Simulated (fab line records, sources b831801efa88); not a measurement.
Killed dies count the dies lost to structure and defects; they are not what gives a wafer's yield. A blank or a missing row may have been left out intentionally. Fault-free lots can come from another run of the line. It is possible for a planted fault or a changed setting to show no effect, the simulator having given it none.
fab line records :: flow sfqLine
[record]
  lots = 5
  wafers = 14
  lastDay = 81
route steps=325 shown L0V@20 M0@28
lots with no fault: from the same line, run without faults
startH: hours from the record's first day to the start of the lot's first wafer shown :: waitH: how many hours have passed since the lot's step before this one :: " the same as in the row above :: L1.1+2: a single row standing in for several wafers :: - value missing, or start not given :: * or withheld: withheld :: < > ~ a bound
route shown NAME@n: names a module that has steps shown in the file, with the first one's number in the route :: usual: average and standard deviation across the fault-free wafers :: same: alike in all rows :: chamber/n: place in a boat :: sites: the reading at each site :: _std_site: their standard deviation :: _edge_site: mean of outer sites minus mean of inner sites :: radiusMm: how far each site lies from the wafer's centre :: mask NAME#n: copy n :: behind: the most recent tool/chamber to have shaped the wafer :: hold: why the lot went on hold/how many hours it stayed there/how the hold came to an end :: device: whichever transistor did not switch (one of n, p or np) :: end of line: at the end of the route, the tests of the same wafers :: a step with no rows: only its recipe :: killed: the dies lost at the first sort to structure and to defects; this is not the yield of the wafer :: map: the dies of a wafer, with x for killed, . for not killed, _ for no die there
set.NAME: the run value of the setting; set.NAME@STEP: its run value at that earlier step :: model.NAME: the simulator's own value behind a step, which no gauge read
lots at some steps of the route; a table a step, a row a wafer
services: a tool's chamber out of use, with start hour (startH, from the record's first day; less than 0 if before it), hours out, and reason
[[steps]]
[step SFQ_TRILAYER_L0_VIA_LITHO_EXPOSE_014]
[recipe]
  maskId = L0V
  na = 0.6
  sourceShape = conventional
  sigmaOuter = 0.65
  targetCdNm = 700
  doseMj = 21.3
[step SFQ_TRILAYER_L0_VIA_LITHO_PEB_016]
[recipe]
  pebTempC = 115
  pebTimeS = 60
  resist = KrF
[step SFQ_TRILAYER_L0_VIA_LITHO_DEVELOP_015]
[recipe]
  timeS = 60
  resist = KrF
[step SFQ_L0V_OVL_MEAS_903]
[usual]
  L0V_OVL = 3/5.1
lot.wafer: L228.2
tool: overlay-01
chamber: -
startH: 177.33
waitH: 0.1
L0V_OVL[nm]: -13

lot.wafer: L228.3
tool: overlay-01
chamber: -
startH: 177.33
waitH: 0.1
L0V_OVL[nm]: -1

lot.wafer: L228.4
tool: overlay-01
chamber: -
startH: 177.33
waitH: 0.1
L0V_OVL[nm]: -7

lot.wafer: L232.2
tool: overlay-02
chamber: -
startH: 209.73
waitH: 0.1
L0V_OVL[nm]: 0

lot.wafer: L232.4
tool: overlay-02
chamber: -
startH: 209.73
waitH: 0.1
L0V_OVL[nm]: -3

lot.wafer: L232.5
tool: overlay-02
chamber: -
startH: 209.73
waitH: 0.1
L0V_OVL[nm]: 1

lot.wafer: L235.2
tool: overlay-01
chamber: -
startH: 234.08
waitH: 0.1
L0V_OVL[nm]: -3

lot.wafer: L235.5
tool: overlay-01
chamber: -
startH: 234.08
waitH: 0.1
L0V_OVL[nm]: 3

lot.wafer: L244.1
tool: overlay-02
chamber: -
startH: 300.14
waitH: 0.1
L0V_OVL[nm]: 5

lot.wafer: L244.4
tool: overlay-02
chamber: -
startH: 300.14
waitH: 0.1
L0V_OVL[nm]: 11

lot.wafer: L244.6
tool: overlay-02
chamber: -
startH: 300.14
waitH: 0.1
L0V_OVL[nm]: 2

lot.wafer: L247.2
tool: overlay-01
chamber: -
startH: 319.34
waitH: 0.1
L0V_OVL[nm]: 2

lot.wafer: L247.3
tool: overlay-01
chamber: -
startH: 319.34
waitH: 0.1
L0V_OVL[nm]: 5

lot.wafer: L247.6
tool: overlay-01
chamber: -
startH: 319.34
waitH: 0.1
L0V_OVL[nm]: 13
[step SFQ_TRILAYER_L0_VIA_BARC_OPEN_VIA_ETCH_021]
[recipe]
  maskMaterial = PR
  chemistry = O2
  targetDepthNm = 125
  target = BARC
  sourceW = 500
  biasW = 80
  pressureMtorr = 30
  timeS = 41.7
[usual]
  drypumpMotorCurrentA = 5.6/0.59
  oesProductAu = 0.686/0.005
[same]
  timeS = 41.7
lot.wafer: L228.2
tool: rieDiel-01
chamber: 3
startH: 177.36
waitH: 0.0
drypumpMotorCurrentA: 4.9
oesProductAu: 0.691
rfHoursCounterH: 49

lot.wafer: L228.3
tool: rieDiel-01
chamber: 2
startH: 177.36
waitH: 0.0
drypumpMotorCurrentA: 5.1
oesProductAu: 0.687
rfHoursCounterH: 0

lot.wafer: L228.4
tool: rieDiel-01
chamber: 0
startH: 177.36
waitH: 0.0
drypumpMotorCurrentA: 6.6
oesProductAu: 0.684
rfHoursCounterH: 135

lot.wafer: L232.2
tool: rieDiel-04
chamber: 2
startH: 209.76
waitH: 0.0
drypumpMotorCurrentA: 6.1
oesProductAu: 0.684
rfHoursCounterH: 67

lot.wafer: L232.4
tool: rieDiel-04
chamber: 3
startH: 209.76
waitH: 0.0
drypumpMotorCurrentA: 5.6
oesProductAu: 0.696
rfHoursCounterH: 2

lot.wafer: L232.5
tool: rieDiel-04
chamber: 3
startH: 209.76
waitH: 0.0
drypumpMotorCurrentA: 5.6
oesProductAu: 0.686
rfHoursCounterH: -

lot.wafer: L235.2
tool: rieDiel-04
chamber: 2
startH: 234.11
waitH: 0.0
drypumpMotorCurrentA: 6.1
oesProductAu: 0.691
rfHoursCounterH: 67

lot.wafer: L235.5
tool: rieDiel-04
chamber: 0
startH: 234.11
waitH: 0.0
drypumpMotorCurrentA: 6.1
oesProductAu: 0.687
rfHoursCounterH: -

lot.wafer: L244.1
tool: rieDiel-01
chamber: 1
startH: 300.17
waitH: 0.0
drypumpMotorCurrentA: 4.8
oesProductAu: 0.679
rfHoursCounterH: 100

lot.wafer: L244.4
tool: rieDiel-01
chamber: 2
startH: 300.17
waitH: 0.0
drypumpMotorCurrentA: 5.1
oesProductAu: 0.686
rfHoursCounterH: 2

lot.wafer: L244.6
tool: rieDiel-01
chamber: 3
startH: 300.17
waitH: 0.0
drypumpMotorCurrentA: 4.9
oesProductAu: 0.690
rfHoursCounterH: -

lot.wafer: L247.2
tool: rieDiel-04
chamber: 0
startH: 319.37
waitH: 0.0
drypumpMotorCurrentA: 6.1
oesProductAu: 0.679
rfHoursCounterH: 10

lot.wafer: L247.3
tool: rieDiel-04
chamber: 1
startH: 319.37
waitH: 0.0
drypumpMotorCurrentA: 5.3
oesProductAu: 0.685
rfHoursCounterH: 68

lot.wafer: L247.6
tool: rieDiel-04
chamber: 0
startH: 319.37
waitH: 0.0
drypumpMotorCurrentA: 6.1
oesProductAu: 0.685
rfHoursCounterH: -
[step SFQ_TRILAYER_L0_VIA_ETCH_VIA_ETCH_016]
[recipe]
  target = SiO2
  stopOn = MoNx_KI
  maskMaterial = PR
  chemistry = CHF3
  targetDepthNm = 80
  sourceW = 500
  biasW = 80
  pressureMtorr = 30
  timeS = withheld
[usual]
  drypumpMotorCurrentA = 5.6/0.59
  oesProductAu = 0.841/0.0075
lot.wafer: L228.2
tool: rieDiel-01
chamber: 3
startH: 177.40
waitH: 0.0
drypumpMotorCurrentA: 4.9
oesProductAu: 0.834

lot.wafer: L228.3
tool: rieDiel-01
chamber: 2
startH: 177.40
waitH: 0.0
drypumpMotorCurrentA: 5.1
oesProductAu: 0.842

lot.wafer: L228.4
tool: rieDiel-01
chamber: 0
startH: 177.40
waitH: 0.0
drypumpMotorCurrentA: 6.6
oesProductAu: 0.839

lot.wafer: L232.2
tool: rieDiel-04
chamber: 2
startH: 209.80
waitH: 0.0
drypumpMotorCurrentA: 6.1
oesProductAu: 0.837

lot.wafer: L232.4
tool: rieDiel-04
chamber: 3
startH: 209.80
waitH: 0.0
drypumpMotorCurrentA: 5.5
oesProductAu: 0.848

lot.wafer: L232.5
tool: rieDiel-04
chamber: 3
startH: 209.80
waitH: 0.0
drypumpMotorCurrentA: 5.6
oesProductAu: 0.843

lot.wafer: L235.2
tool: rieDiel-04
chamber: 2
startH: 234.15
waitH: 0.0
drypumpMotorCurrentA: 6.1
oesProductAu: 0.853

lot.wafer: L235.5
tool: rieDiel-04
chamber: 0
startH: 234.15
waitH: 0.0
drypumpMotorCurrentA: 6.1
oesProductAu: 0.839

lot.wafer: L244.1
tool: rieDiel-01
chamber: 1
startH: 300.21
waitH: 0.0
drypumpMotorCurrentA: 4.8
oesProductAu: 0.837

lot.wafer: L244.4
tool: rieDiel-01
chamber: 2
startH: 300.21
waitH: 0.0
drypumpMotorCurrentA: 5.2
oesProductAu: 0.849

lot.wafer: L244.6
tool: rieDiel-01
chamber: 3
startH: 300.21
waitH: 0.0
drypumpMotorCurrentA: 4.9
oesProductAu: 0.847

lot.wafer: L247.2
tool: rieDiel-04
chamber: 0
startH: 319.41
waitH: 0.0
drypumpMotorCurrentA: 6.1
oesProductAu: 0.841

lot.wafer: L247.3
tool: rieDiel-04
chamber: 1
startH: 319.41
waitH: 0.0
drypumpMotorCurrentA: 5.3
oesProductAu: 0.837

lot.wafer: L247.6
tool: rieDiel-04
chamber: 0
startH: 319.41
waitH: 0.0
drypumpMotorCurrentA: 6.1
oesProductAu: 0.856
[step SFQ_TRILAYER_L0_VIA_STRIP_STRIP_017]
[recipe]
  gas = O2
  powerW = 200
  platenTempC = 40
  overashFraction = 0.65
  chemistry = O2
  pressureMtorr = 50
[usual]
  drypumpMotorCurrentA = 5.9/0.41
  oesProductAu = 1.003/0.009
lot.wafer: L228.2
tool: rieMetal-04
chamber: 1
startH: 177.45
waitH: -
drypumpMotorCurrentA: 5.7
oesProductAu: 1.011
rfHoursCounterH: 30

lot.wafer: L228.3
tool: rieMetal-04
chamber: 0
startH: 177.45
waitH: -
drypumpMotorCurrentA: 6.3
oesProductAu: 0.992
rfHoursCounterH: -

lot.wafer: L228.4
tool: rieMetal-04
chamber: 1
startH: 177.45
waitH: -
drypumpMotorCurrentA: 5.7
oesProductAu: 1.003
rfHoursCounterH: -

lot.wafer: L232.2
tool: rieMetal-01
chamber: 1
startH: 209.85
waitH: -
drypumpMotorCurrentA: 5.8
oesProductAu: 0.997
rfHoursCounterH: 73

lot.wafer: L232.4
tool: rieMetal-01
chamber: 0
startH: 209.85
waitH: -
drypumpMotorCurrentA: 5.7
oesProductAu: 1.000
rfHoursCounterH: -

lot.wafer: L232.5
tool: rieMetal-01
chamber: 0
startH: 209.85
waitH: -
drypumpMotorCurrentA: 5.8
oesProductAu: 1.001
rfHoursCounterH: -

lot.wafer: L235.2
tool: rieMetal-01
chamber: 0
startH: 234.20
waitH: -
drypumpMotorCurrentA: 5.8
oesProductAu: 1.000
rfHoursCounterH: 43

lot.wafer: L235.5
tool: rieMetal-01
chamber: 1
startH: 234.20
waitH: -
drypumpMotorCurrentA: 5.8
oesProductAu: 0.993
rfHoursCounterH: -

lot.wafer: L244.1
tool: rieMetal-01
chamber: 1
startH: 300.26
waitH: -
drypumpMotorCurrentA: 5.7
oesProductAu: 1.007
rfHoursCounterH: 90

lot.wafer: L244.4
tool: rieMetal-01
chamber: 0
startH: 300.26
waitH: -
drypumpMotorCurrentA: 5.8
oesProductAu: 0.996
rfHoursCounterH: -

lot.wafer: L244.6
tool: rieMetal-01
chamber: 1
startH: 300.26
waitH: -
drypumpMotorCurrentA: 5.7
oesProductAu: 1.018
rfHoursCounterH: -

lot.wafer: L247.2
tool: rieMetal-04
chamber: 1
startH: 319.46
waitH: -
drypumpMotorCurrentA: 5.7
oesProductAu: 1.013
rfHoursCounterH: 51

lot.wafer: L247.3
tool: rieMetal-04
chamber: 0
startH: 319.46
waitH: -
drypumpMotorCurrentA: 6.3
oesProductAu: 0.999
rfHoursCounterH: -

lot.wafer: L247.6
tool: rieMetal-04
chamber: 0
startH: 319.46
waitH: -
drypumpMotorCurrentA: 6.3
oesProductAu: 0.992
rfHoursCounterH: -
[step SFQ_TRILAYER_L0_VIA_STRIP_SOLV_CLEAN_018]
[recipe]
  chemistry = NMP
  tempC = 70
  timeS = 600
[step SFQ_TRILAYER_M0_DEP_PRE_CLEAN_020]
[recipe]
  gas = Ar
  timeS = 15
  biasV = 250
[step SFQ_TRILAYER_M0_DEP_SPUTTER_019]
[recipe]
  material = Nb
  basePressurePa = 1.33e-06
  chamberPressurePa = 0.1333
  substrateTempC = 20
  resputterCathodeVoltageV = 400
  targetThkNm = 200
  powerW = 2000
  timeS = 133.3
[usual]
  cathodeDcPowerW = 2000.0/0.36
  throttleValvePct = 30.1/1.4
[same]
  timeS = 133.3
lot.wafer: L228.2
tool: pvdSputter-04
chamber: -
startH: 178.26
waitH: 0.0
cathodeDcPowerW: 1999.9
throttleValvePct: 30.2

lot.wafer: L228.3
tool: pvdSputter-04
chamber: -
startH: 178.26
waitH: 0.0
cathodeDcPowerW: 2000.6
throttleValvePct: 31.4

lot.wafer: L228.4
tool: pvdSputter-04
chamber: -
startH: 178.26
waitH: 0.0
cathodeDcPowerW: 1999.7
throttleValvePct: 31.2

lot.wafer: L232.2
tool: pvdSputter-04
chamber: -
startH: 210.65
waitH: 0.0
cathodeDcPowerW: 1999.6
throttleValvePct: 31.1

lot.wafer: L232.4
tool: pvdSputter-04
chamber: -
startH: 210.65
waitH: 0.0
cathodeDcPowerW: 1999.8
throttleValvePct: 31.5

lot.wafer: L232.5
tool: pvdSputter-04
chamber: -
startH: 210.65
waitH: 0.0
cathodeDcPowerW: 2000.7
throttleValvePct: 31.8

lot.wafer: L235.2
tool: pvdSputter-06
chamber: -
startH: 235.00
waitH: 0.0
cathodeDcPowerW: 1999.6
throttleValvePct: 31.0

lot.wafer: L235.5
tool: pvdSputter-06
chamber: -
startH: 235.00
waitH: 0.0
cathodeDcPowerW: 2000.0
throttleValvePct: 28.8

lot.wafer: L244.1
tool: pvdSputter-03
chamber: -
startH: 301.06
waitH: 0.0
cathodeDcPowerW: 1999.4
throttleValvePct: 32.3

lot.wafer: L244.4
tool: pvdSputter-03
chamber: -
startH: 301.06
waitH: 0.0
cathodeDcPowerW: 2000.3
throttleValvePct: 30.7

lot.wafer: L244.6
tool: pvdSputter-03
chamber: -
startH: 301.06
waitH: 0.0
cathodeDcPowerW: 1999.9
throttleValvePct: 32.2

lot.wafer: L247.2
tool: pvdSputter-06
chamber: -
startH: 320.27
waitH: 0.0
cathodeDcPowerW: 1999.9
throttleValvePct: 28.7

lot.wafer: L247.3
tool: pvdSputter-06
chamber: -
startH: 320.27
waitH: 0.0
cathodeDcPowerW: 2000.0
throttleValvePct: 31.0

lot.wafer: L247.6
tool: pvdSputter-06
chamber: -
startH: 320.27
waitH: 0.0
cathodeDcPowerW: 2000.1
throttleValvePct: 28.8
[step SFQ_M0_RS_MEAS_904]
[recipe]
  thkMeasGauge = four-point-probe
  reads = Nb_of_TRILAYER_M0_DEP_SPUTTER_019
[usual]
  M0_NB_RS = 0.884/0.011
lot.wafer: L228.2
tool: filmMetro-03
chamber: -
startH: 178.38
waitH: 0.1
M0_NB_RS[ohm/sq]: 0.893

lot.wafer: L228.3
tool: filmMetro-03
chamber: -
startH: 178.38
waitH: 0.1
M0_NB_RS[ohm/sq]: 0.894

lot.wafer: L228.4
tool: filmMetro-03
chamber: -
startH: 178.38
waitH: 0.1
M0_NB_RS[ohm/sq]: 0.903

lot.wafer: L232.2
tool: filmMetro-04
chamber: -
startH: 210.76
waitH: 0.1
M0_NB_RS[ohm/sq]: 0.906

lot.wafer: L232.4
tool: filmMetro-04
chamber: -
startH: 210.76
waitH: 0.1
M0_NB_RS[ohm/sq]: 0.885

lot.wafer: L232.5
tool: filmMetro-04
chamber: -
startH: 210.76
waitH: 0.1
M0_NB_RS[ohm/sq]: 0.906

lot.wafer: L235.2
tool: filmMetro-04
chamber: -
startH: 235.11
waitH: 0.1
M0_NB_RS[ohm/sq]: 0.892

lot.wafer: L235.5
tool: filmMetro-04
chamber: -
startH: 235.11
waitH: 0.1
M0_NB_RS[ohm/sq]: 0.871

lot.wafer: L244.1
tool: filmMetro-04
chamber: -
startH: 301.15
waitH: 0.0
M0_NB_RS[ohm/sq]: 0.868

lot.wafer: L244.4
tool: filmMetro-04
chamber: -
startH: 301.15
waitH: 0.0
M0_NB_RS[ohm/sq]: 0.875

lot.wafer: L244.6
tool: filmMetro-04
chamber: -
startH: 301.15
waitH: 0.0
M0_NB_RS[ohm/sq]: 0.875

lot.wafer: L247.2
tool: filmMetro-03
chamber: -
startH: 320.39
waitH: 0.1
M0_NB_RS[ohm/sq]: 0.865

lot.wafer: L247.3
tool: filmMetro-03
chamber: -
startH: 320.39
waitH: 0.1
M0_NB_RS[ohm/sq]: 0.874

lot.wafer: L247.6
tool: filmMetro-03
chamber: -
startH: 320.39
waitH: 0.1
M0_NB_RS[ohm/sq]: 0.864
[step SFQ_TRILAYER_M0_LITHO_COAT_026]
[recipe]
  resist = BARC
  spinRpm = 3000
  resistThkNm = 62
lot.wafer: L228.2
tool: lithoTrack-01
chamber: 0
startH: 178.59
waitH: 0.1
model.BARC_of_TRILAYER_M0_LITHO_COAT_026.thkNm: 61.8

lot.wafer: L228.3
tool: lithoTrack-01
chamber: 0
startH: 178.59
waitH: 0.1
model.BARC_of_TRILAYER_M0_LITHO_COAT_026.thkNm: 62

lot.wafer: L228.4
tool: lithoTrack-01
chamber: 0
startH: 178.59
waitH: 0.1
model.BARC_of_TRILAYER_M0_LITHO_COAT_026.thkNm: 61.73

lot.wafer: L232.2
tool: lithoTrack-01
chamber: 0
startH: 210.98
waitH: 0.1
model.BARC_of_TRILAYER_M0_LITHO_COAT_026.thkNm: 61.82

lot.wafer: L232.4
tool: lithoTrack-01
chamber: 0
startH: 210.98
waitH: 0.1
model.BARC_of_TRILAYER_M0_LITHO_COAT_026.thkNm: 61.72

lot.wafer: L232.5
tool: lithoTrack-01
chamber: 0
startH: 210.98
waitH: 0.1
model.BARC_of_TRILAYER_M0_LITHO_COAT_026.thkNm: 61.89

lot.wafer: L235.2
tool: lithoTrack-01
chamber: 0
startH: 235.32
waitH: 0.1
model.BARC_of_TRILAYER_M0_LITHO_COAT_026.thkNm: 59.55

lot.wafer: L235.5
tool: lithoTrack-01
chamber: 0
startH: 235.32
waitH: 0.1
model.BARC_of_TRILAYER_M0_LITHO_COAT_026.thkNm: 61.77

lot.wafer: L244.1
tool: lithoTrack-03
chamber: 0
startH: 301.33
waitH: 0.1
model.BARC_of_TRILAYER_M0_LITHO_COAT_026.thkNm: 61.96

lot.wafer: L244.4
tool: lithoTrack-03
chamber: 0
startH: 301.33
waitH: 0.1
model.BARC_of_TRILAYER_M0_LITHO_COAT_026.thkNm: 62.28

lot.wafer: L244.6
tool: lithoTrack-03
chamber: 0
startH: 301.33
waitH: 0.1
model.BARC_of_TRILAYER_M0_LITHO_COAT_026.thkNm: 61.97

lot.wafer: L247.2
tool: lithoTrack-03
chamber: 0
startH: 320.60
waitH: 0.1
model.BARC_of_TRILAYER_M0_LITHO_COAT_026.thkNm: 62.1

lot.wafer: L247.3
tool: lithoTrack-03
chamber: 0
startH: 320.60
waitH: 0.1
model.BARC_of_TRILAYER_M0_LITHO_COAT_026.thkNm: 61.99

lot.wafer: L247.6
tool: lithoTrack-03
chamber: 0
startH: 320.60
waitH: 0.1
model.BARC_of_TRILAYER_M0_LITHO_COAT_026.thkNm: 62.08
[step SFQ_TRILAYER_M0_LITHO_COAT_021]
[recipe]
  resist = KrF
  spinRpm = 3000
  resistThkNm = 600
[step SFQ_TRILAYER_M0_LITHO_SOFTBAKE_025]
[recipe]
  tempC = withheld
  timeS = withheld
  resist = KrF
[step SFQ_TRILAYER_M0_LITHO_EXPOSE_022]
[recipe]
  maskId = M0
  na = 0.6
  sourceShape = conventional
  sigmaOuter = 0.65
  targetCdNm = 500
  doseMj = 14.4
[step SFQ_TRILAYER_M0_LITHO_PEB_024]
[recipe]
  pebTempC = 115
  pebTimeS = 60
  resist = KrF
[step SFQ_TRILAYER_M0_LITHO_DEVELOP_023]
[recipe]
  timeS = 60
  resist = KrF
[step SFQ_M0_OVL_MEAS_906]
[usual]
  M0_OVL = 0/5.5
lot.wafer: L228.2
tool: overlay-01
chamber: -
startH: 277.43
waitH: 0.1
M0_OVL[nm]: -2

lot.wafer: L228.3
tool: overlay-01
chamber: -
startH: 277.43
waitH: 0.1
M0_OVL[nm]: -7

lot.wafer: L228.4
tool: overlay-01
chamber: -
startH: 277.43
waitH: 0.1
M0_OVL[nm]: 3

lot.wafer: L232.2
tool: overlay-01
chamber: -
startH: 296.63
waitH: 0.1
M0_OVL[nm]: -2

lot.wafer: L232.4
tool: overlay-01
chamber: -
startH: 296.63
waitH: 0.1
M0_OVL[nm]: 1

lot.wafer: L232.5
tool: overlay-01
chamber: -
startH: 296.63
waitH: 0.1
M0_OVL[nm]: 2

lot.wafer: L235.2
tool: overlay-01
chamber: -
startH: 300.23
waitH: 0.1
M0_OVL[nm]: -3

lot.wafer: L235.5
tool: overlay-01
chamber: -
startH: 300.23
waitH: 0.1
M0_OVL[nm]: -12

lot.wafer: L244.1
tool: overlay-01
chamber: -
startH: 312.22
waitH: 0.1
M0_OVL[nm]: -8

lot.wafer: L244.4
tool: overlay-01
chamber: -
startH: 312.22
waitH: 0.1
M0_OVL[nm]: -3

lot.wafer: L244.6
tool: overlay-01
chamber: -
startH: 312.22
waitH: 0.1
M0_OVL[nm]: -6

lot.wafer: L247.2
tool: overlay-02
chamber: -
startH: 322.80
waitH: 0.1
M0_OVL[nm]: 3

lot.wafer: L247.3
tool: overlay-02
chamber: -
startH: 322.80
waitH: 0.1
M0_OVL[nm]: -1

lot.wafer: L247.6
tool: overlay-02
chamber: -
startH: 322.80
waitH: 0.1
M0_OVL[nm]: 8
[step SFQ_TRILAYER_M0_BARC_OPEN_METAL_ETCH_031]
[recipe]
  maskMaterial = PR
  chemistry = O2
  targetDepthNm = 125
  target = BARC
  icpW = 600
  biasW = 80
  pressureMtorr = 10
  timeS = 41.7
[usual]
  drypumpMotorCurrentA = 5.9/0.31
  oesProductAu = 0.685/0.0043
[same]
  timeS = 41.7
lot.wafer: L228.2
tool: rieMetal-01
chamber: 1
startH: 277.46
waitH: 0.0
drypumpMotorCurrentA: 5.8
oesProductAu: 0.680
rfHoursCounterH: 86
model.etch.depthNm: 61.8

lot.wafer: L228.3
tool: rieMetal-01
chamber: 0
startH: 277.46
waitH: 0.0
drypumpMotorCurrentA: 5.8
oesProductAu: 0.686
rfHoursCounterH: -
model.etch.depthNm: 62

lot.wafer: L228.4
tool: rieMetal-01
chamber: 1
startH: 277.46
waitH: 0.0
drypumpMotorCurrentA: 5.8
oesProductAu: 0.687
rfHoursCounterH: -
model.etch.depthNm: 61.73

lot.wafer: L232.2
tool: rieMetal-04
chamber: 0
startH: 296.66
waitH: 0.0
drypumpMotorCurrentA: 6.3
oesProductAu: 0.685
rfHoursCounterH: 114
model.etch.depthNm: 61.82

lot.wafer: L232.4
tool: rieMetal-04
chamber: 1
startH: 296.66
waitH: 0.0
drypumpMotorCurrentA: 5.7
oesProductAu: 0.682
rfHoursCounterH: -
model.etch.depthNm: 61.72

lot.wafer: L232.5
tool: rieMetal-04
chamber: 0
startH: 296.66
waitH: 0.0
drypumpMotorCurrentA: 6.3
oesProductAu: 0.689
rfHoursCounterH: -
model.etch.depthNm: 61.89

lot.wafer: L235.2
tool: rieMetal-03
chamber: 0
startH: 300.28
waitH: 0.0
drypumpMotorCurrentA: 5.5
oesProductAu: 0.669
rfHoursCounterH: -
model.etch.depthNm: 59.55

lot.wafer: L235.5
tool: rieMetal-03
chamber: 0
startH: 300.28
waitH: 0.0
drypumpMotorCurrentA: 5.5
oesProductAu: 0.678
rfHoursCounterH: -
model.etch.depthNm: 61.77

lot.wafer: L244.1
tool: rieMetal-04
chamber: 0
startH: 312.26
waitH: 0.0
drypumpMotorCurrentA: 6.3
oesProductAu: 0.691
rfHoursCounterH: 117
model.etch.depthNm: 61.96

lot.wafer: L244.4
tool: rieMetal-04
chamber: 0
startH: 312.26
waitH: 0.0
drypumpMotorCurrentA: 6.3
oesProductAu: 0.687
rfHoursCounterH: -
model.etch.depthNm: 62.28

lot.wafer: L244.6
tool: rieMetal-04
chamber: 1
startH: 312.26
waitH: 0.0
drypumpMotorCurrentA: 5.7
oesProductAu: 0.678
rfHoursCounterH: -
model.etch.depthNm: 61.97

lot.wafer: L247.2
tool: rieMetal-03
chamber: 1
startH: 322.83
waitH: 0.0
drypumpMotorCurrentA: 6.3
oesProductAu: 0.678
rfHoursCounterH: 28
model.etch.depthNm: 62.1

lot.wafer: L247.3
tool: rieMetal-03
chamber: 1
startH: 322.83
waitH: 0.0
drypumpMotorCurrentA: 6.3
oesProductAu: 0.678
rfHoursCounterH: -
model.etch.depthNm: 61.99

lot.wafer: L247.6
tool: rieMetal-03
chamber: 1
startH: 322.83
waitH: 0.0
drypumpMotorCurrentA: 6.2
oesProductAu: 0.683
rfHoursCounterH: -
model.etch.depthNm: 62.08
[step SFQ_TRILAYER_M0_ETCH_METAL_ETCH_024]
[recipe]
  target = Nb
  stopOn = SiO2
  maskMaterial = PR
  chemistry = Cl2/Ar
  targetDepthNm = 240
  icpW = 600
  biasW = 80
  pressureMtorr = 10
  timeS = 120
[usual]
  drypumpMotorCurrentA = 5.9/0.31
  oesProductAu = 0.898/0.0077
[same]
  timeS = 120
lot.wafer: L228.2
tool: rieMetal-01
chamber: 1
startH: 277.52
waitH: 0.0
drypumpMotorCurrentA: 5.7
oesProductAu: 0.890
rfHoursCounterH: 86

lot.wafer: L228.3
tool: rieMetal-01
chamber: 0
startH: 277.52
waitH: 0.0
drypumpMotorCurrentA: 5.8
oesProductAu: 0.895
rfHoursCounterH: -

lot.wafer: L228.4
tool: rieMetal-01
chamber: 1
startH: 277.52
waitH: 0.0
drypumpMotorCurrentA: 5.7
oesProductAu: 0.887
rfHoursCounterH: -

lot.wafer: L232.2
tool: rieMetal-04
chamber: 0
startH: 296.72
waitH: 0.0
drypumpMotorCurrentA: 6.3
oesProductAu: 0.885
rfHoursCounterH: 114

lot.wafer: L232.4
tool: rieMetal-04
chamber: 1
startH: 296.72
waitH: 0.0
drypumpMotorCurrentA: 5.7
oesProductAu: 0.900
rfHoursCounterH: -

lot.wafer: L232.5
tool: rieMetal-04
chamber: 0
startH: 296.72
waitH: 0.0
drypumpMotorCurrentA: 6.3
oesProductAu: 0.889
rfHoursCounterH: -

lot.wafer: L235.2
tool: rieMetal-03
chamber: 0
startH: 300.42
waitH: 0.1
drypumpMotorCurrentA: 5.5
oesProductAu: 0.893
rfHoursCounterH: -

lot.wafer: L235.5
tool: rieMetal-03
chamber: 0
startH: 300.42
waitH: 0.1
drypumpMotorCurrentA: 5.5
oesProductAu: 0.902
rfHoursCounterH: -

lot.wafer: L244.1
tool: rieMetal-04
chamber: 0
startH: 312.32
waitH: 0.0
drypumpMotorCurrentA: 6.3
oesProductAu: 0.903
rfHoursCounterH: 118

lot.wafer: L244.4
tool: rieMetal-04
chamber: 0
startH: 312.32
waitH: 0.0
drypumpMotorCurrentA: 6.3
oesProductAu: 0.900
rfHoursCounterH: -

lot.wafer: L244.6
tool: rieMetal-04
chamber: 1
startH: 312.32
waitH: 0.0
drypumpMotorCurrentA: 5.7
oesProductAu: 0.905
rfHoursCounterH: -

lot.wafer: L247.2
tool: rieMetal-03
chamber: 1
startH: 322.89
waitH: 0.0
drypumpMotorCurrentA: 6.3
oesProductAu: 0.917
rfHoursCounterH: 28

lot.wafer: L247.3
tool: rieMetal-03
chamber: 1
startH: 322.89
waitH: 0.0
drypumpMotorCurrentA: 6.3
oesProductAu: 0.906
rfHoursCounterH: -

lot.wafer: L247.6
tool: rieMetal-03
chamber: 1
startH: 322.89
waitH: 0.0
drypumpMotorCurrentA: 6.3
oesProductAu: 0.911
rfHoursCounterH: -
[[services]]
tool: rieDiel-01
chamber: 2
startH: 155.26
hours: -
kind: clean

tool: rieDiel-01
chamber: 2
startH: 155.26
hours: 17.5
kind: scheduledDown

tool: rieDiel-01
chamber: 2
startH: 155.26
hours: 17.5
kind: ventCycle

tool: pvdSputter-03
chamber: -
startH: 189.83
hours: 4.6
kind: repair

tool: pvdSputter-04
chamber: -
startH: 201.76
hours: 7.9
kind: repair

tool: rieDiel-04
chamber: 0
startH: 238.69
hours: 5.1
kind: repair

tool: rieMetal-04
chamber: 1
startH: 246.56
hours: 21.5
kind: repair

tool: rieDiel-01
chamber: 0
startH: 264.88
hours: 2.8
kind: repair

tool: rieMetal-03
chamber: 1
startH: 270.88
hours: 12.7
kind: repair

tool: pvdSputter-04
chamber: -
startH: 272.09
hours: 2.9
kind: repair

tool: rieDiel-01
chamber: 0
startH: 283.08
hours: -
kind: clean

tool: rieDiel-01
chamber: 0
startH: 283.08
hours: 12.7
kind: scheduledDown

tool: rieDiel-01
chamber: 0
startH: 283.08
hours: 12.7
kind: ventCycle

tool: pvdSputter-03
chamber: -
startH: 287.11
hours: 3.2
kind: repair

tool: pvdSputter-04
chamber: -
startH: 293.06
hours: 34.3
kind: repair

tool: rieDiel-04
chamber: 3
startH: 293.92
hours: 6.5
kind: repair

tool: rieDiel-01
chamber: -
startH: 298.85
hours: 1.2
kind: repair
[[key]]
[firstSign]
  step = SFQ_TRILAYER_M0_BARC_OPEN_METAL_ETCH_031
  reading = oesProductAu
  direction = down
  sigmas = 3.7
  usual = 0.685
  struck = 0.669
effect none on later readings
[modelEffect]
  step = SFQ_TRILAYER_M0_LITHO_COAT_026
  value = BARC_of_TRILAYER_M0_LITHO_COAT_026.thkNm
  without = 61.89
  struck = 59.55
[modelEffect]
  step = SFQ_TRILAYER_M0_BARC_OPEN_METAL_ETCH_031
  value = etch.depthNm
  without = 61.89
  struck = 59.55
metAt SFQ_TRILAYER_M0_LITHO_COAT_026
struckWafers L235.2
onsetBetween 210.98 235.32
[fault]
  kind = processParameterDrift
  tool = lithoTrack-01
  chamber = -
  onsetH = 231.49
  steps = SFQ_TRILAYER_M0_LITHO_COAT_026
  channel = resistThkNm
  offset = -2.3438
  shape = step
  endH = 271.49
  scope = struckWafersOnly
  actsIn = theseRecipesOnly
  stated = 62
